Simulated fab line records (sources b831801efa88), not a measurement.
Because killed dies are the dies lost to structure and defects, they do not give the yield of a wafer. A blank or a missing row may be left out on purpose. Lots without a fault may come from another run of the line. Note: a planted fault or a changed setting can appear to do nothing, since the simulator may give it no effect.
fab line records + flow gf180mcu
[record]
- lots = 15
- wafers = 45
- last_day = 34
route steps=602 shown CONTACT@309 M1@316 V1@347
lots that met no fault: from a run of the same line without faults
start_h: hours from the record's first day to the start of the lot's first wafer shown + wait_h: time in hours since the lot's previous step + " as in the row above + L1.1+2: a single row standing in for several wafers + - no value, or no start given + * or withheld: withheld + < > ~ a bound
route shown NAME@n: NAME is a module with steps in the file, n the number in the route of the first one + usual: mean and standard deviation over wafers with no fault + same: alike in all rows + chamber/n: place in a boat + sites: each site's reading + _std_site: their standard deviation + _edge_site: mean of outer sites minus mean of inner sites + radius_mm: how far each site lies from the wafer's centre + mask NAME#n: copy n + behind: the most recent tool/chamber to have shaped the wafer + hold: cause of the lot's hold/its duration in hours/its outcome + device: the transistor (n, p or np) that didn't switch + end of line: tests run on the same wafers once the route is complete + for a step that has no rows: nothing shown but its recipe + killed: count of dies lost to structure and defects at first sort (not the wafer's yield) + map: per-die view of a wafer (x killed, . not killed, _ where there is no die)
set.NAME: the setting as run; set.NAME@STEP: as run at that earlier step + model.NAME: the simulator's own value behind a step, which no gauge read
steps of the route over a sample of lots; a table a step, a row a wafer
services: a tool's chamber out of use, with start hour (start_h, from the record's first day; less than 0 if before it), hours out, and reason
[[steps]]
[step GF_CONTACT_SPUTTER_22]
[recipe]
- material = Ti
- target_thk_nm = 15
- chamber_pressure_pa = 5
- power_w = 2500
- substrate_temp_c = 200
- time_s = 80.02
[usual]
- substrate_temp_c = 200.00/0.17
- throttle_valve_pct = 30.2/1.3
| lot.wafer | tool           | chamber | start_h | wait_h | substrate_temp_c | throttle_valve_pct |
|-----------|----------------|---------|---------|--------|------------------|--------------------|
| L462.2    | pvd_sputter-04 | -       | 365.09  | 0.0    | 200.00           | 29.5               |
| L462.3    | "              | -       | "       | "      | 199.79           | 28.2               |
| L462.6    | "              | -       | "       | "      | 200.23           | 31.4               |
| L463.1    | pvd_sputter-04 | -       | 369.98  | 0.0    | 200.18           | 29.6               |
| L463.5    | "              | -       | "       | "      | 200.10           | 28.0               |
| L463.6    | "              | -       | "       | "      | 200.10           | 32.3               |
| L467.1    | pvd_sputter-01 | -       | 405.30  | 0.0    | 200.06           | 31.4               |
| L467.2    | "              | -       | "       | "      | 199.89           | 29.2               |
| L467.3    | "              | -       | "       | "      | 199.90           | 30.2               |
| L468.2    | pvd_sputter-02 | -       | 416.08  | 0.0    | 200.04           | 31.5               |
| L468.4    | "              | -       | "       | "      | 200.07           | 28.9               |
| L468.5    | "              | -       | "       | "      | 199.95           | 30.1               |
| L469.2    | pvd_sputter-04 | -       | 425.29  | 0.0    | 199.83           | 27.8               |
| L469.3    | "              | -       | "       | "      | 200.21           | 29.3               |
| L469.4    | "              | -       | "       | "      | 199.91           | 32.4               |
| L471.1    | pvd_sputter-04 | -       | 445.56  | 0.0    | 200.00           | 29.7               |
| L471.3    | "              | -       | "       | "      | 200.08           | 32.2               |
| L471.6    | "              | -       | "       | "      | 200.11           | 29.7               |
| L473.1    | pvd_sputter-04 | -       | 461.88  | 0.0    | 199.80           | 32.4               |
| L473.2    | "              | -       | "       | "      | 199.71           | 29.6               |
| L473.6    | "              | -       | "       | "      | 199.69           | 32.5               |
| L474.1    | pvd_sputter-01 | -       | 468.49  | 0.0    | 200.10           | 29.3               |
| L474.3    | "              | -       | "       | "      | 200.06           | 30.5               |
| L474.6    | "              | -       | "       | "      | 200.32           | 30.3               |
| L476.2    | pvd_sputter-01 | -       | 485.46  | 0.0    | 200.08           | 31.6               |
| L476.5    | "              | -       | "       | "      | 200.02           | 30.5               |
| L476.6    | "              | -       | "       | "      | 199.80           | 28.9               |
| L477.3    | pvd_sputter-04 | -       | 491.64  | 0.0    | 199.83           | 28.1               |
| L477.4    | "              | -       | "       | "      | 199.71           | 32.4               |
| L477.6    | "              | -       | "       | "      | 199.70           | 29.5               |
| L478.2    | pvd_sputter-02 | -       | 502.25  | 0.0    | 200.38           | 29.0               |
| L478.3    | "              | -       | "       | "      | 200.07           | 29.3               |
| L478.4    | "              | -       | "       | "      | 200.05           | 30.0               |
| L481.2    | pvd_sputter-04 | -       | 523.17  | 0.0    | 199.78           | 32.5               |
| L481.5    | "              | -       | "       | "      | 200.53           | 27.9               |
| L481.6    | "              | -       | "       | "      | 200.02           | 31.6               |
| L482.2    | pvd_sputter-01 | -       | 534.48  | 0.0    | 200.05           | 30.6               |
| L482.3    | "              | -       | "       | "      | 200.01           | 29.6               |
| L482.6    | "              | -       | "       | "      | 199.83           | 31.5               |
| L483.2    | pvd_sputter-04 | -       | 543.05  | 0.0    | 199.83           | 31.3               |
| L483.3    | "              | -       | "       | "      | 199.96           | 29.6               |
| L483.4    | "              | -       | "       | "      | 200.01           | 32.3               |
| L485.1    | pvd_sputter-01 | -       | 561.79  | 0.0    | 199.89           | 30.1               |
| L485.3    | "              | -       | "       | "      | 199.90           | 31.3               |
| L485.4    | "              | -       | "       | "      | 200.24           | 30.9               |
[step GF_M1_SPUTTER_01]
[recipe]
- material = TiN
- target_thk_nm = 30
- power_w = 6500
- time_s = 25
- chamber_pressure_pa = 0.4
[usual]
- throttle_valve_pct = 30.4/1.1
| lot.wafer | tool           | chamber | start_h | wait_h | throttle_valve_pct |
|-----------|----------------|---------|---------|--------|--------------------|
| L462.2    | pvd_sputter-03 | -       | 365.87  | 0.1    | 31.0               |
| L462.3    | "              | -       | "       | "      | 30.9               |
| L462.6    | "              | -       | "       | "      | 30.0               |
| L463.1    | pvd_sputter-03 | -       | 370.76  | 0.1    | 29.8               |
| L463.5    | "              | -       | "       | "      | 31.1               |
| L463.6    | "              | -       | "       | "      | 30.7               |
| L467.1    | pvd_sputter-03 | -       | 406.18  | 0.1    | 30.2               |
| L467.2    | "              | -       | "       | "      | 30.7               |
| L467.3    | "              | -       | "       | "      | 31.1               |
| L468.2    | pvd_sputter-04 | -       | 416.86  | 0.1    | 28.0               |
| L468.4    | "              | -       | "       | "      | 31.2               |
| L468.5    | "              | -       | "       | "      | 27.9               |
| L469.2    | pvd_sputter-03 | -       | 426.10  | 0.1    | 30.3               |
| L469.3    | "              | -       | "       | "      | 30.7               |
| L469.4    | "              | -       | "       | "      | 29.8               |
| L471.1    | pvd_sputter-03 | -       | 446.34  | 0.1    | 30.5               |
| L471.3    | "              | -       | "       | "      | 30.9               |
| L471.6    | "              | -       | "       | "      | 29.6               |
| L473.1    | pvd_sputter-03 | -       | 462.66  | 0.1    | 29.8               |
| L473.2    | "              | -       | "       | "      | 30.8               |
| L473.6    | "              | -       | "       | "      | 30.5               |
| L474.1    | pvd_sputter-04 | -       | 469.27  | 0.1    | 27.9               |
| L474.3    | "              | -       | "       | "      | 32.3               |
| L474.6    | "              | -       | "       | "      | 28.1               |
| L476.2    | pvd_sputter-04 | -       | 486.24  | 0.1    | 31.3               |
| L476.5    | "              | -       | "       | "      | 31.2               |
| L476.6    | "              | -       | "       | "      | 27.9               |
| L477.3    | pvd_sputter-01 | -       | 492.42  | 0.1    | 30.2               |
| L477.4    | "              | -       | "       | "      | 31.8               |
| L477.6    | "              | -       | "       | "      | 29.2               |
| L478.2    | pvd_sputter-03 | -       | 503.03  | 0.1    | 29.9               |
| L478.3    | "              | -       | "       | "      | 31.0               |
| L478.4    | "              | -       | "       | "      | 30.3               |
| L481.2    | pvd_sputter-01 | -       | 523.95  | 0.1    | 30.6               |
| L481.5    | "              | -       | "       | "      | 31.6               |
| L481.6    | "              | -       | "       | "      | 30.9               |
| L482.2    | pvd_sputter-03 | -       | 535.26  | 0.1    | 29.7               |
| L482.3    | "              | -       | "       | "      | 30.6               |
| L482.6    | "              | -       | "       | "      | 30.7               |
| L483.2    | pvd_sputter-03 | -       | 543.83  | 0.1    | 30.1               |
| L483.3    | "              | -       | "       | "      | 30.4               |
| L483.4    | "              | -       | "       | "      | 30.8               |
| L485.1    | pvd_sputter-01 | -       | 562.57  | 0.1    | 30.7               |
| L485.3    | "              | -       | "       | "      | 30.1               |
| L485.4    | "              | -       | "       | "      | 31.3               |
[step GF_V1_PEB_12]
[recipe]
- peb_temp_c = 135
- peb_time_s = 90
- resist = KrF
[usual]
- heater_power_total_W = 85.70/0.085
- plate_temp_C = 134.99/0.15
| lot.wafer | tool           | chamber | start_h | wait_h | heater_power_total_W | plate_temp_C |
|-----------|----------------|---------|---------|--------|----------------------|--------------|
| L462.2    | litho_track-03 | 0       | 411.54  | -      | 85.59                | 135.20       |
| L462.3    | "              | 0       | "       | "      | 85.51                | 135.02       |
| L462.6    | "              | 0       | "       | "      | 85.67                | 135.09       |
| L463.1    | litho_track-03 | 0       | 417.76  | -      | 85.68                | 134.77       |
| L463.5    | "              | 0       | "       | "      | 85.78                | 134.78       |
| L463.6    | "              | 0       | "       | "      | 85.63                | 134.55       |
| L467.1    | litho_track-04 | 0       | 454.96  | -      | 86.69                | -            |
| L467.2    | "              | 0       | "       | "      | 86.64                | -            |
| L467.3    | "              | 0       | "       | "      | 86.70                | -            |
| L468.2    | litho_track-04 | 0       | 466.89  | -      | 86.67                | -            |
| L468.4    | "              | 0       | "       | "      | 86.57                | -            |
| L468.5    | "              | 0       | "       | "      | 86.67                | -            |
| L469.2    | litho_track-04 | 0       | 476.49  | -      | 86.60                | -            |
| L469.3    | "              | 0       | "       | "      | 86.73                | -            |
| L469.4    | "              | 0       | "       | "      | 86.78                | -            |
| L471.1    | litho_track-01 | 0       | 496.04  | -      | 85.74                | 134.79       |
| L471.3    | "              | 0       | "       | "      | 85.76                | 134.88       |
| L471.6    | "              | 0       | "       | "      | 85.67                | 135.11       |
| L473.1    | litho_track-03 | 0       | 512.66  | -      | 85.74                | 134.92       |
| L473.2    | "              | 0       | "       | "      | 85.67                | 134.87       |
| L473.6    | "              | 0       | "       | "      | 85.65                | 134.87       |
| L474.1    | litho_track-03 | 0       | 518.71  | -      | 85.61                | 135.03       |
| L474.3    | "              | 0       | "       | "      | 85.71                | 134.99       |
| L474.6    | "              | 0       | "       | "      | 85.81                | 135.09       |
| L476.2    | litho_track-01 | 0       | 533.92  | -      | 85.74                | 134.93       |
| L476.5    | "              | 0       | "       | "      | 85.63                | 134.98       |
| L476.6    | "              | 0       | "       | "      | 85.66                | 135.02       |
| L477.3    | litho_track-01 | 0       | 541.16  | -      | 85.55                | 135.06       |
| L477.4    | "              | 0       | "       | "      | 85.78                | 135.21       |
| L477.6    | "              | 0       | "       | "      | 85.68                | 135.16       |
| L478.2    | litho_track-03 | 0       | 551.74  | -      | 85.80                | 134.71       |
| L478.3    | "              | 0       | "       | "      | 85.66                | 134.96       |
| L478.4    | "              | 0       | "       | "      | 85.65                | 134.97       |
| L481.2    | litho_track-03 | 0       | 571.09  | -      | 85.71                | 134.93       |
| L481.5    | "              | 0       | "       | "      | 85.64                | 134.88       |
| L481.6    | "              | 0       | "       | "      | 85.83                | 134.89       |
| L482.2    | litho_track-01 | 0       | 580.12  | -      | 85.57                | 135.21       |
| L482.3    | "              | 0       | "       | "      | 85.72                | 135.24       |
| L482.6    | "              | 0       | "       | "      | 85.71                | 134.95       |
| L483.2    | litho_track-01 | 0       | 589.67  | -      | 85.67                | 134.93       |
| L483.3    | "              | 0       | "       | "      | 85.73                | 135.01       |
| L483.4    | "              | 0       | "       | "      | 85.55                | 134.74       |
| L485.1    | litho_track-03 | 0       | 607.06  | -      | 85.83                | 134.93       |
| L485.3    | "              | 0       | "       | "      | 85.76                | 134.92       |
| L485.4    | "              | 0       | "       | "      | 85.80                | 134.83       |
[step GF_V1_STRIP_18]
[recipe]
- chemistry = O2/N2
- power_w = 1400
- pressure_mtorr = 1500
- platen_temp_c = 250
- o2_flow_sccm = 3000
- n2_flow_sccm = 300
- overash_fraction = 0.5
[usual]
- drypump_motor_current_A = 5.41/0.28
- heater_power_w = 301/20
- oes_product_au = 0.591/0.0048
| lot.wafer | tool            | chamber | start_h | wait_h | drypump_motor_current_A | heater_power_w | oes_product_au | rf_hours_counter_h |
|-----------|-----------------|---------|---------|--------|-------------------------|----------------|----------------|--------------------|
| L462.2    | plasma_asher-03 | 1       | 412.14  | -      | 5.84                    | 294            | 0.593          | 71                 |
| L462.3    | "               | 0       | "       | "      | 5.19                    | 301            | 0.592          | -                  |
| L462.6    | "               | 0       | "       | "      | 5.19                    | 300            | 0.593          | -                  |
| L463.1    | plasma_asher-03 | 1       | 418.39  | -      | 5.87                    | 279            | 0.588          | 72                 |
| L463.5    | "               | 1       | "       | "      | 5.86                    | 287            | 0.601          | -                  |
| L463.6    | "               | 0       | "       | "      | 5.21                    | 302            | 0.591          | -                  |
| L467.1    | plasma_asher-04 | 0       | 455.61  | -      | 5.49                    | 286            | 0.591          | 36                 |
| L467.2    | "               | 1       | "       | "      | 5.28                    | 303            | 0.591          | 36                 |
| L467.3    | "               | 0       | "       | "      | 5.48                    | 281            | 0.587          | -                  |
| L468.2    | plasma_asher-04 | 1       | 467.49  | -      | 5.27                    | 307            | 0.598          | 38                 |
| L468.4    | "               | 0       | "       | "      | 5.50                    | 281            | 0.602          | -                  |
| L468.5    | "               | 0       | "       | "      | 5.49                    | 279            | 0.596          | -                  |
| L469.2    | plasma_asher-02 | 0       | 477.09  | -      | 5.64                    | 353            | 0.589          | 65                 |
| L469.3    | "               | 0       | "       | "      | 5.63                    | 346            | 0.595          | -                  |
| L469.4    | "               | 1       | "       | "      | 4.95                    | 288            | 0.592          | -                  |
| L471.1    | plasma_asher-03 | 1       | 496.67  | -      | 5.84                    | 285            | 0.589          | 5                  |
| L471.3    | "               | 1       | "       | "      | 5.83                    | 290            | 0.592          | -                  |
| L471.6    | "               | 0       | "       | "      | 5.22                    | 292            | 0.595          | -                  |
| L473.1    | plasma_asher-04 | 0       | 513.29  | -      | 5.50                    | 289            | 0.601          | 43                 |
| L473.2    | "               | 1       | "       | "      | 5.28                    | 317            | 0.590          | 43                 |
| L473.6    | "               | 0       | "       | "      | 5.50                    | 279            | 0.590          | -                  |
| L474.1    | plasma_asher-04 | 1       | 519.34  | -      | 5.29                    | 311            | 0.589          | 43                 |
| L474.3    | "               | 0       | "       | "      | 5.47                    | 285            | 0.588          | -                  |
| L474.6    | "               | 0       | "       | "      | 5.48                    | 283            | 0.593          | -                  |
| L476.2    | plasma_asher-03 | 0       | 534.52  | -      | 5.22                    | 289            | 0.586          | 9                  |
| L476.5    | "               | 0       | "       | "      | 5.23                    | 291            | 0.587          | -                  |
| L476.6    | "               | 1       | "       | "      | 5.83                    | 297            | 0.587          | -                  |
| L477.3    | plasma_asher-04 | 0       | 541.76  | -      | 5.51                    | 286            | 0.594          | -                  |
| L477.4    | "               | 1       | "       | "      | 5.29                    | 310            | 0.595          | -                  |
| L477.6    | "               | 1       | "       | "      | 5.30                    | 309            | 0.599          | -                  |
| L478.2    | plasma_asher-04 | 0       | 552.34  | -      | 5.52                    | 276            | 0.600          | 47                 |
| L478.3    | "               | 0       | "       | "      | 5.48                    | 278            | 0.594          | -                  |
| L478.4    | "               | 1       | "       | "      | 5.27                    | 298            | 0.593          | -                  |
| L481.2    | plasma_asher-03 | 0       | 571.69  | -      | 5.21                    | 288            | 0.599          | 13                 |
| L481.5    | "               | 0       | "       | "      | 5.24                    | 286            | 0.602          | -                  |
| L481.6    | "               | 1       | "       | "      | 5.83                    | 300            | 0.592          | -                  |
| L482.2    | plasma_asher-04 | 0       | 580.72  | -      | 5.45                    | 291            | 0.593          | 49                 |
| L482.3    | "               | 0       | "       | "      | 5.45                    | 284            | 0.590          | -                  |
| L482.6    | "               | 1       | "       | "      | 5.30                    | 308            | 0.592          | -                  |
| L483.2    | plasma_asher-04 | 0       | 590.27  | -      | 5.51                    | 284            | 0.592          | 50                 |
| L483.3    | "               | 1       | "       | "      | 5.27                    | 307            | 0.591          | -                  |
| L483.4    | "               | 0       | "       | "      | 5.49                    | 283            | 0.584          | -                  |
| L485.1    | plasma_asher-04 | 0       | 607.70  | -      | 5.51                    | 286            | 0.592          | 53                 |
| L485.3    | "               | 1       | "       | "      | 5.28                    | 304            | 0.596          | -                  |
| L485.4    | "               | 0       | "       | "      | 5.50                    | 281            | 0.586          | -                  |
[[services]]
| tool            | chamber | start_h | hours | kind                      |
|-----------------|---------|---------|-------|---------------------------|
| plasma_asher-02 | -       | 341.20  | 4.0   | repair                    |
| litho_track-03  | -       | 342.80  | -     | consumable_replace:filter |
| plasma_asher-03 | -       | 421.32  | 9.0   | pm                        |
| plasma_asher-03 | 0       | 421.32  | 10.9  | vent_cycle                |
| plasma_asher-03 | 1       | 421.32  | 10.9  | vent_cycle                |
| plasma_asher-03 | -       | 426.50  | 5.7   | repair                    |
| plasma_asher-03 | 0       | 430.32  | -     | clean                     |
| plasma_asher-03 | 1       | 430.32  | -     | clean                     |
| plasma_asher-03 | -       | 446.94  | 12.6  | repair                    |
| pvd_sputter-04  | -       | 457.06  | 3.3   | repair                    |
| pvd_sputter-04  | -       | 465.77  | 1.2   | repair                    |
| pvd_sputter-03  | -       | 467.58  | 21.1  | repair                    |
| pvd_sputter-03  | -       | 521.49  | 2.5   | repair                    |
| pvd_sputter-01  | -       | 528.56  | 4.4   | repair                    |
| plasma_asher-03 | -       | 544.51  | 5.7   | repair                    |
| plasma_asher-02 | -       | 557.60  | 2.5   | repair                    |
| pvd_sputter-04  | -       | 559.59  | 5.6   | repair                    |
| plasma_asher-04 | -       | 560.22  | 3.4   | repair                    |
| pvd_sputter-01  | -       | 587.82  | 0.8   | repair                    |
[[key]]
[first_sign]
- step = GF_V1_PEB_12
- reading = heater_power_total_W
- direction = up
- sigmas = 11
- usual = 85.70
- struck = 86.67
effect none on later readings
met_at GF_V1_PEB_12
struck_lots L467,L468,L469
rows_end L467.1,L467.2,L467.3
sort_left_out L468.2,L468.4,L468.5,L469.2,L469.3,L469.4
tester_left_out L468,L469
not_acting_at GF_CONTACT_SPUTTER_22,GF_M1_SPUTTER_01,GF_V1_STRIP_18
[earlier_fault]
- kind = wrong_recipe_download
- tool = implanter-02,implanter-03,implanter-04
- chamber = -
- onset_h = 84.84
- steps = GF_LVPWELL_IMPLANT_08
- wrong_recipe.not_listed = 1
[fault]
- kind = process_parameter_drift
- tool = litho_track-04
- chamber = -
- onset_h = 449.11
- steps = GF_V1_PEB_12
- channel = peb_time_s
- offset = *
- shape = step
- acts_in = *
- stated = *
// tester_left_out: of these lots the tester's yield and bins aren't shown, on N5 and GAA mostly nor the transistor test; their killed dies are dies lost to structure and defects alone, not to doping, threshold or leakage, so they don't give the yield
// sort_left_out: the simulated sort isn't trusted on such a fault, so these wafers' sort isn't shown, and their yield isn't known
// rows_end: these wafers met a further fault down the route, and their rows from its step on are left out
